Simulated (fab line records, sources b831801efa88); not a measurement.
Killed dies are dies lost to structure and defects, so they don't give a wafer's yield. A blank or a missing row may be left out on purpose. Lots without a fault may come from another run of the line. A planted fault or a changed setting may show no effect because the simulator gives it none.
A struck lot beside a sound one | flow sky130 | 19 steps out of a route of 708
Sound: wafers L995.2, L995.4, L995.6. Struck: wafers L106.1, L106.3, L106.5. The cause comes at the end.
At each step with rows: each side's tool, then ch and its chambers, then its first start. Under that, the readings that differ: sound wafers | struck wafers | difference of the means | sigmas: that difference in standard deviations of wafers without a fault.
alike: readings whose means differ by less than 2 such deviations, and words and numbers that are the same on both sides. not compared: withheld readings, readings that some wafer has no value for, bounds like >300 that may hide the same value, and numbers for which the record gives no deviation and whose values overlap.
The two part at a step that has a row with sigmas, a row that says differs or no value, or rows on one side only. Numbers that don't overlap but have no deviation are shown without sigmas and don't part them. A reading that every wafer of one side lacks parts them only if that side has two wafers or more.

SKY_METAL4_STRIP_19: strips in O2/N2.
  sound on plasma_asher-01 ch 0,1, day 42 18:16; struck on plasma_asher-03 ch 0, day 48 04:25
  alike: drypump_motor_current_A, oes_product_au, strip_time_to_endpoint_s
  not compared: rf_hours_counter_h
then, 4 steps without rows for these wafers: SKY_METAL4_STRIP_20 (strips in post etch residue remover, time 1200 s); SKY_METAL4_CLEAN_21 (cleans in IPA, time 180 s); SKY_METAL4_CLEAN_22 (cleans in O3/DIW); SKY_VIA4_HDPCVD_00 (deposits SiO2, target thk 1750 nm, time 291.7 s).
SKY_VIA4_THK_MEAS_01:
  sound on film_metro-02, day 42 19:32; struck on film_metro-01, day 48 05:12
  alike: VIA4_HDPCVD_THK
SKY_VIA4_CMP_02: polishes SiO2.
  sound on cmp-02 ch 0,1,2, day 42 19:38; struck on cmp-02 ch 0,1, day 48 05:16
  alike: motor_current_A
SKY_VIA4_BOW_MEAS_03:
  sound on film_metro-04, day 42 19:55; struck on film_metro-02, day 48 05:34
  alike: VIA4_BOW
then, 4 steps without rows for these wafers: SKY_VIA4_DEHYDRATE_04 (time 60 s); SKY_VIA4_HMDS_05 (prime time 60 s); SKY_VIA4_COAT_06 (resist thk 1140 nm); SKY_VIA4_SOFTBAKE_07 (time 60 s).
SKY_VIA4_EXPOSE_08: exposes mask VIM4, target cd 800 nm.
  sound on iline_stepper-01 ch 0, day 43 06:25; struck on iline_stepper-02 ch 0, day 48 16:13
  reading              | sound                | struck               | difference | sigmas
  exposure_dose_mJ_cm2 | 132.01 132.07 131.93 | 129.78 129.85 129.84 | -2.18      | -17
  alike: mask, focus_offset_nm
then, 2 steps without rows for these wafers: SKY_VIA4_PEB_09; SKY_VIA4_DEVELOP_10 (develop time 60 s).
SKY_VIA4_OVL_MEAS_11:
  sound on overlay-02, day 43 18:23; struck on overlay-02, day 48 23:32
  reading       | sound          | struck      | difference | sigmas
  VIA4_OVL (nm) | -2.0 -1.2 -3.0 | 1.1 1.8 0.0 | +3.0       | +2
SKY_VIA4_ETCH_12: etches SiO2 in C4F8/O2/Ar, stops on TiN, target depth 580 nm.
  sound on rie_diel-04 ch 1,2,3, day 43 18:25; struck on rie_diel-01 ch 1,2,3, day 48 23:34
  reading               | sound             | struck          | difference | sigmas
  model.VIA4.cd_nm (nm) | 799.1 799.9 801.4 | 791.2 790.5 793 | -8.6       |
  alike: oes_product_au
SKY_VIA4_STRIP_13: strips in O2/N2.
  sound on plasma_asher-02 ch 0,1, day 43 18:30; struck on plasma_asher-02 ch 0, day 48 23:39
  alike: drypump_motor_current_A, oes_product_au, strip_time_to_endpoint_s
  not compared: rf_hours_counter_h
-- the record jumps here: 3 days lie between the struck wafers' starts before and after (it left off in module VIA4 and takes up again in module PAD_OPEN, whose first step shown is number 708 of the route) --
SKY_PAD_OPEN_PROBE_99:
  sound on prober-02, day 46 23:18; struck on prober-01, day 51 13:01
  alike: defect_limited_yield, killed_at_M0_to_M3, killed_at_M4_up, killed_at_contacts, killed_at_front_end, killed_at_other, killed_dies, killed_open, killed_short, sort_bin_3_pad_short, sort_bin_5_function, sort_bin_6_memory, sort_n_pass, sort_yield_pct

WHERE THEY PART
First at SKY_VIA4_EXPOSE_08; last, within this record, at SKY_VIA4_OVL_MEAS_11. Later steps at which nothing parts them and some readings are alike: SKY_VIA4_ETCH_12, SKY_VIA4_STRIP_13, SKY_PAD_OPEN_PROBE_99.

WHY: what the simulator had put in
Process parameter drift: iline_stepper-02, from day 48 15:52 on, at SKY_VIA4_EXPOSE_08. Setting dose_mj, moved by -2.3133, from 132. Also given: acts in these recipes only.
